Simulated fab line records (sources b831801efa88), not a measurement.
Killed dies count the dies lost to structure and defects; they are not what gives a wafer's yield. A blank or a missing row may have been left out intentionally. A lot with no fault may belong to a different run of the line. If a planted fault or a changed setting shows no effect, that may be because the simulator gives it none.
Which tool was responsible? -- flow gf180mcu -- 39 wafers from 13 lots sampled at 7 of the route's 602 steps

WHAT THE GAUGES SHOWED, per wafer
GF_NWELL_OVL_MEAS_07.
lot,measured,on,NWELL_OVL (nm)
L679,day 3 06:27,overlay-01,1.8 2.5 1.1
L680,day 3 11:18,overlay-01,0.9 1.0 2.3
L681,day 3 18:17,overlay-01,-0.4 -1.4 -0.5
L683,day 4 04:03,overlay-01,- - -
L691,day 6 00:30,overlay-01,0.5 -1.3 0.0
L692,day 6 06:29,overlay-01,1.1 0.9 0.7
L693,day 6 13:18,overlay-02,0.0 1.3 0.5
L694,day 6 18:15,overlay-02,-0.2 -0.7 -1.1
L695,day 7 01:47,overlay-02,-2.6 -2.3 -1.9
L696,day 7 05:30,overlay-01,-0.5 1.6 1.3
L698,day 7 15:21,overlay-01,-1.9 -1.6 -2.0
L700,day 8 04:27,overlay-02,-1.4 -0.1 0.7
L701,day 8 08:17,overlay-01,-0.1 0.9 0.1

GF_NWELL_TW_MEAS_11.
lot,measured,on,NWELL_TW
L679,day 3 06:54,film metro-02,1553 1551 1542
L680,day 3 11:44,film metro-04,1574 1573 1570
L681,day 3 18:44,film metro-01,1554 1551 1545
L683,day 4 04:29,film metro-02,30 30 30
L691,day 6 00:56,film metro-02,1568 1563 1561
L692,day 6 06:55,film metro-04,1587 1583 1581
L693,day 6 13:44,film metro-04,1589 1588 1583
L694,day 6 18:41,film metro-01,1546 1548 1546
L695,day 7 02:13,film metro-02,1566 1548 1553
L696,day 7 05:56,film metro-02,1554 1555 1559
L698,day 7 15:47,film metro-04,1577 1583 1581
L700,day 8 04:54,film metro-04,1572 1565 1571
L701,day 8 08:43,film metro-04,1574 1564 1574

GF_LVPWELL_TW_MEAS_11.
lot,measured,on,LVPWELL_TW
L679,day 3 19:52,film metro-01,550 553 549
L680,day 4 01:14,film metro-02,555 556 558
L681,day 4 08:21,film metro-02,558 557 558
L683,day 4 18:08,film metro-01,1562 1574 1574
L691,day 6 16:03,film metro-01,551 552 554
L692,day 6 21:57,film metro-01,551 551 552
L693,day 7 05:19,film metro-04,563 560 559
L694,day 7 10:22,film metro-02,553 552 554
L695,day 7 18:22,film metro-02,554 556 554
L696,day 7 21:47,film metro-01,554 555 555
L698,day 8 07:48,film metro-01,552 551 551
L700,day 8 21:26,film metro-02,551 555 557
L701,day 9 00:27,film metro-04,562 564 564

GF_VT_IMPLANT_OVL_MEAS_18.
lot,measured,on,VT_IMPLANT_01_OVL (nm)
L679,day 6 04:42,overlay-01,-2.4 -1.1 -1.2
L680,day 6 11:12,overlay-02,-2.5 -1.4 -2.0
L681,day 6 19:35,overlay-02,0.3 0.2 -0.4
L683,day 7 05:08,overlay-02,-0.2 -0.8 -0.9
L691,day 9 07:09,overlay-01,-0.9 -0.6 -1.2
L692,day 9 14:23,overlay-01,-1.9 -3.1 -1.7
L693,day 9 23:21,overlay-01,0.2 -0.9 -1.5
L694,day 10 04:50,overlay-01,-2.4 -2.9 -2.7
L695,day 10 13:35,overlay-02,-1.2 -3.1 -0.6
L696,day 10 16:21,overlay-01,1.6 -0.2 0.4
L698,day 11 04:12,overlay-02,-2.4 -1.0 -0.2
L700,day 11 20:57,overlay-01,-0.7 0.6 1.1
L701,day 12 00:47,overlay-02,-2.1 -1.7 -2.1

GF_PSD_RS_MEAS_15: the measuring method here is four-point-probe.
lot,measured,on,PSD_RS (ohm/sq)
L679,day 14 10:56,film metro-01,108.65 108.30 108.88
L680,day 14 18:08,film metro-02,108.54 108.59 108.40
L681,day 15 07:22,film metro-03,108.80 108.24 108.81
L683,day 15 16:11,film metro-01,108.37 108.21 108.35
L691,day 18 12:26,film metro-01,108.13 108.35 107.87
L692,day 18 22:31,film metro-03,108.70 108.63 108.70
L693,day 19 05:59,film metro-01,108.47 108.70 108.81
L694,day 19 14:23,film metro-01,108.17 108.77 108.37
L695,day 20 00:53,film metro-03,108.62 109.12 108.88
L696,day 20 07:01,film metro-03,108.59 108.62 108.30
L698,day 20 20:22,film metro-01,108.23 108.10 108.44
L700,day 21 17:34,film metro-02,108.66 108.55 108.56
L701,day 21 19:28,film metro-01,108.27 108.65 109.03

WHICH TOOL RAN EACH LOT (tool, then ch and the chambers of the sampled wafers, then the start)
lot,GF_NWELL_EXPOSE_04,GF_PSD_RTA_13
L679,"iline stepper-02 ch 0, day 3 00:26","rtp anneal-01 ch 0, day 14 10:44"
L680,"iline stepper-01 ch 0, day 3 04:59","rtp anneal-01 ch 0, day 14 17:55"
L681,"iline stepper-02 ch 0, day 3 12:04","rtp anneal-02 ch 0, day 15 07:10"
L683,"iline stepper-01 ch 0, day 3 21:46","rtp anneal-02 ch 0, day 15 15:58"
L691,"iline stepper-01 ch 0, day 5 18:16","rtp anneal-01 ch 0, day 18 12:14"
L692,"iline stepper-01 ch 0, day 5 23:02","rtp anneal-01 ch 0, day 18 22:18"
L693,"iline stepper-01 ch 0, day 6 06:10","rtp anneal-02 ch 0, day 19 05:46"
L694,"iline stepper-01 ch 0, day 6 10:41","rtp anneal-02 ch 0, day 19 14:06"
L695,"iline stepper-02 ch 0, day 6 18:37","rtp anneal-02 ch 0, day 20 00:36"
L696,"iline stepper-01 ch 0, day 6 21:40","rtp anneal-02 ch 0, day 20 06:45"
L698,"iline stepper-01 ch 0, day 7 07:18","rtp anneal-01 ch 0, day 20 20:09"
L700,"iline stepper-01 ch 0, day 7 20:31","rtp anneal-01 ch 0, day 21 17:21"
L701,"iline stepper-02 ch 0, day 8 00:22","rtp anneal-02 ch 0, day 21 19:11"
- GF_NWELL_EXPOSE_04: exposes mask Nwell, target cd 860 nm.
- GF_PSD_RTA_13: time 20 s.

AS READ BY THE TOOLS THEMSELVES (means over the sampled wafers that have a number; for cases with no such wafer, the mark the record gives instead)
GF_NWELL_EXPOSE_04.
lot,tool,exposure dose mJ cm2,stage vel mm s (mm/s)
L679,iline stepper-02,260.18,500.11
L680,iline stepper-01,259.94,500.36
L681,iline stepper-02,260.21,500.01
L683,iline stepper-01,260.00,499.94
L691,iline stepper-01,259.91,499.84
L692,iline stepper-01,259.92,499.78
L693,iline stepper-01,259.71,500.05
L694,iline stepper-01,260.42,499.66
L695,iline stepper-02,260.14,499.82
L696,iline stepper-01,260.10,499.91
L698,iline stepper-01,259.75,499.75
L700,iline stepper-01,259.69,499.81
L701,iline stepper-02,260.06,500.09

GF_PSD_RTA_13.
lot,tool,anneal temp c max,lamp power pct (%),wafer_temp_C_max
L679,rtp anneal-01,1029.7,33,1028.2
L680,rtp anneal-01,1029.3,33,1028.2
L681,rtp anneal-02,1027.8,40,1028.9
L683,rtp anneal-02,1028.0,40,1027.9
L691,rtp anneal-01,1029.5,33,1028.0
L692,rtp anneal-01,1029.1,33,1028.1
L693,rtp anneal-02,1028.3,40,1028.9
L694,rtp anneal-02,1028.5,40,1028.2
L695,rtp anneal-02,1028.2,40,1028.4
L696,rtp anneal-02,1029.3,40,1029.1
L698,rtp anneal-01,1029.4,33,1028.1
L700,rtp anneal-01,1028.9,33,1028.2
L701,rtp anneal-02,1027.9,40,1028.6

THE ANSWER, worked out from the rows above alone
Rule: usual is defined by the lots themselves. The widest of any qualifying gaps counts: lots, ordered by their means at a reading, are off when they make up no more than a third of the lots, leave a main group of 4 or more, and stand apart from it by 3 or more times the standard deviation of that group's means. Not used: any main group whose means are identical at the precision the tables above print for the reading. A lot without any number at a reading at which 4 lots or more have one is off too. Any other lot the step has rows for is counted as sound. After the gauges, taken in route order, come the tools' own readings; for these a lot's mean is taken, as printed above. At the first step where some lot is off, the reading lying furthest off is the one used; lots without a number count as furthest.
Off: at GF_NWELL_OVL_MEAS_07 (NWELL_OVL), L683. Without a number there: L683. The main group: mean -0.0 nm, standard deviation 1.2.
A tool fits if, at a process step before that reading, it ran every lot that is off, and no sound lot after the first of them. Not tried: the gauges at GF_NWELL_OVL_MEAS_07; whatever is off there is also off at GF_NWELL_TW_MEAS_11, on other tools, and gauge error can't account for it. None of those tried fits.

WHAT WAS PUT IN BY THE SIMULATOR
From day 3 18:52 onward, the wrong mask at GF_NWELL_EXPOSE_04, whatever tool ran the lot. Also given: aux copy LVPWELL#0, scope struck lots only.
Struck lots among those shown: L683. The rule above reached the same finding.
